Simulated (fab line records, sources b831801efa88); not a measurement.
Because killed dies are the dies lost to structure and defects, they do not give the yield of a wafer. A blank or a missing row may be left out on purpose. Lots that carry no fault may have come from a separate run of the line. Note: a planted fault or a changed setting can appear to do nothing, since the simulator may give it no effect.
A single fault, viewed from 2 desks :: flow sky130 :: what lay behind the numbers comes last; until then each desk has only its own

TOOL OWNER'S DESK, rie diel-03
The tool's own readings at SKY_CONTACT_ETCH_17 (etches SiO2 in C4F8/O2/Ar, stops on Si3N4, target depth 340 nm): means of the sampled wafers that have a number, for each lot that ran on this tool. A lot is out of limits, marked OUT, if its mean lies more than 4 standard deviations from the usual mean; the brackets give that distance.
Columns: A = bias w at SKY_CONTACT_ETCH_17, usual 1200 W; B = chamber pressure mTorr at SKY_CONTACT_ETCH_17, usual 39.99 mTorr; C = oes product au at SKY_CONTACT_ETCH_17, usual 0.892 a.u.
lot: L948
first seen here: day 32 08:33
A: 1205
B: 40.01
C: 0.892

lot: L950
first seen here: day 32 16:58
A: 1201
B: 40.00
C: 0.890

lot: L953
first seen here: day 33 13:58
A: 1200
B: 40.00
C: 0.895

lot: L954
first seen here: day 33 20:22
A: 1204
B: 40.02
C: 0.889

lot: L956
first seen here: day 34 20:25
A: 1203
B: 40.00
C: 0.903
This desk's finding: nothing out of limits on any of the 5 lots.

THE METROLOGY DESK
Means of the sampled wafers that have a number, per lot and without regard to the tool the lot ran on: this is what the gauges read. A lot is out of limits, marked OUT, if its mean lies more than 4 standard deviations from the usual mean; the brackets give that distance.
Columns: A = cd nm at SKY_CONTACT_CD_MEAS_14, usual 169.9 nm; B = METAL1_ALCU_THK at SKY_METAL1_THK_MEAS_06, usual 242 nm
lot: L948
first seen here: day 32 08:21
A: 168.5
B: 241

lot: L950
first seen here: day 32 16:46
A: 169.2
B: 241

lot: L951
first seen here: day 33 03:27
A: 169.5
B: 245

lot: L953
first seen here: day 33 13:46
A: 167.9
B: 248

lot: L954
first seen here: day 33 20:11
A: 171.9
B: 234

lot: L957
first seen here: day 34 18:42
A: 170.4
B: 246

lot: L956
first seen here: day 34 20:13
A: 171.6
B: 248

lot: L961
first seen here: day 36 10:10
A: 170.7
B: -

lot: L962
first seen here: day 36 17:06
A: 170.3
B: -

lot: L966
first seen here: day 37 19:40
A: 170.9
B: 244

lot: L967
first seen here: day 38 06:07
A: 170.2
B: 239

lot: L971
first seen here: day 38 20:08
A: 168.9
B: 240
This desk's finding: nothing out of limits on any of the 12 lots.

ALL TOGETHER
The tool owner's desk saw nothing out of limits.
At the metrology desk, nothing out of limits was observed.

WHAT THE SIMULATOR PUT IN
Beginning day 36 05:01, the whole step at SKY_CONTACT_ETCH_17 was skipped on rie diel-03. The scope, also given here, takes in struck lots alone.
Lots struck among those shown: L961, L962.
